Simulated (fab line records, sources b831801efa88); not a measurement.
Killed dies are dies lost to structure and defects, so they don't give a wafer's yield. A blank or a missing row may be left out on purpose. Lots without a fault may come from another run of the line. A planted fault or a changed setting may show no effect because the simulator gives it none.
A struck lot beside a sound one | flow sfq_line | 20 steps out of a route of 325
Sound: wafers L696.2, L696.3, L696.4. Struck: wafers L710.3, L710.6. The cause comes at the end.
At each step with rows: each side's tool, then ch and its chambers, then its first start. Under that, the readings that differ: sound wafers | struck wafers | difference of the means | sigmas: that difference in standard deviations of wafers without a fault.
alike: readings whose means differ by less than 2 such deviations, and words and numbers that are the same on both sides. not compared: withheld readings, readings that some wafer has no value for, bounds like >300 that may hide the same value, and numbers for which the record gives no deviation and whose values overlap.
The two part at a step that has a row with sigmas, a row that says differs or no value, or rows on one side only. Numbers that don't overlap but have no deviation are shown without sigmas and don't part them. A reading that every wafer of one side lacks parts them only if that side has two wafers or more.

first, 3 steps without rows for these wafers: SFQ_TRILAYER_C5_LITHO_EXPOSE_152 (exposes mask C5, target cd 500 nm); SFQ_TRILAYER_C5_LITHO_PEB_154 (peb time 60 s); SFQ_TRILAYER_C5_LITHO_DEVELOP_153 (time 60 s).
SFQ_C5_OVL_MEAS_937:
  sound on overlay-02, day 68 09:54; struck on overlay-01, day 73 09:43
  alike: C5_OVL
SFQ_TRILAYER_C5_BARC_OPEN_VIA_ETCH_210: etches BARC in O2, target depth 125 nm, time 41.7 s.
  sound on rie_diel-01 ch 0,1,2, day 68 09:56; struck on rie_diel-01 ch 0,3, day 73 09:44
  alike: drypump_motor_current_A, oes_product_au
  not compared: rf_hours_counter_h
SFQ_TRILAYER_C5_ETCH_VIA_ETCH_154: etches SiO2 in CHF3, stops on Nb, target depth 84 nm.
  sound on rie_diel-01 ch 0,1,2, day 68 09:58; struck on rie_diel-01 ch 0,3, day 73 09:47
  alike: drypump_motor_current_A, oes_product_au
SFQ_TRILAYER_C5_STRIP_STRIP_155: strips in O2.
  sound on rie_metal-01 ch 1, day 68 10:13; struck on rie_metal-01 ch 0,1, day 73 10:02
  alike: drypump_motor_current_A, oes_product_au, platen_temp_c
  not compared: rf_hours_counter_h
then, 2 steps without rows for these wafers: SFQ_TRILAYER_C5_STRIP_SOLV_CLEAN_156 (cleans in NMP, time 600 s); SFQ_TRILAYER_M6_DEP_PRE_CLEAN_158 (time 22.5 s).
SFQ_TRILAYER_M6_DEP_SPUTTER_157: material Nb, target thk 200 nm, time 133.3 s.
  sound on pvd_sputter-05, day 68 11:36; struck on pvd_sputter-06, day 73 10:38
  alike: throttle_valve_pct
SFQ_M6_RS_MEAS_938: measures by four-point-probe.
  sound on film_metro-03, day 68 11:43; struck on film_metro-03, day 73 10:46
  reading           | sound             | struck      | difference | sigmas
  M6_NB_RS (ohm/sq) | 0.915 0.901 0.916 | 0.864 0.890 | -0.034     | -3
SFQ_TRILAYER_M6_LITHO_COAT_164: resist thk 62 nm.
  sound on litho_track-01 ch 0, day 68 11:55; struck on litho_track-04 ch 0, day 73 11:00
  reading                                              | sound          | struck      | difference | sigmas
  model.BARC_of_TRILAYER_M6_LITHO_COAT_164.thk_nm (nm) | 62.26 62 62.32 | 59.34 59.41 | -2.82      |
  alike: resist_line_temp_C
then, 5 steps without rows for these wafers: SFQ_TRILAYER_M6_LITHO_COAT_159 (resist thk 600 nm); SFQ_TRILAYER_M6_LITHO_SOFTBAKE_163; SFQ_TRILAYER_M6_LITHO_EXPOSE_160 (exposes mask M6, target cd 500 nm); SFQ_TRILAYER_M6_LITHO_PEB_162 (peb time 60 s); SFQ_TRILAYER_M6_LITHO_DEVELOP_161 (time 60 s).
-- the record jumps here: 5 days lie between the struck wafers' starts before and after --
SFQ_M6_OVL_MEAS_940:
  sound on overlay-01, day 72 07:40; struck on overlay-02, day 78 08:35
  alike: M6_OVL
SFQ_TRILAYER_M6_BARC_OPEN_METAL_ETCH_206: etches BARC in O2, target depth 125 nm, time 41.7 s.
  sound on rie_metal-03 ch 0,1, day 72 07:42; struck on rie_metal-04 ch 1, day 78 08:38
  reading                  | sound             | struck      | difference | sigmas
  oes_product_au (a.u.)    | 0.685 0.684 0.684 | 0.673 0.668 | -0.014     | -3
  model.etch.depth_nm (nm) | 62.26 62 62.32    | 59.34 59.41 | -2.82      |
  alike: drypump_motor_current_A
  not compared: rf_hours_counter_h
SFQ_TRILAYER_M6_ETCH_METAL_ETCH_162: etches Nb in Cl2/Ar, stops on SiO2, target depth 240 nm, time 120 s.
  sound on rie_metal-03 ch 0,1, day 72 07:46; struck on rie_metal-04 ch 1, day 78 08:43
  reading               | sound             | struck      | difference | sigmas
  oes_product_au (a.u.) | 0.886 0.890 0.881 | 0.905 0.900 | +0.017     | +2
  alike: drypump_motor_current_A
  not compared: rf_hours_counter_h

WHERE THEY PART
First at SFQ_M6_RS_MEAS_938; last, within this record, at SFQ_TRILAYER_M6_ETCH_METAL_ETCH_162.

WHY: what the simulator had put in
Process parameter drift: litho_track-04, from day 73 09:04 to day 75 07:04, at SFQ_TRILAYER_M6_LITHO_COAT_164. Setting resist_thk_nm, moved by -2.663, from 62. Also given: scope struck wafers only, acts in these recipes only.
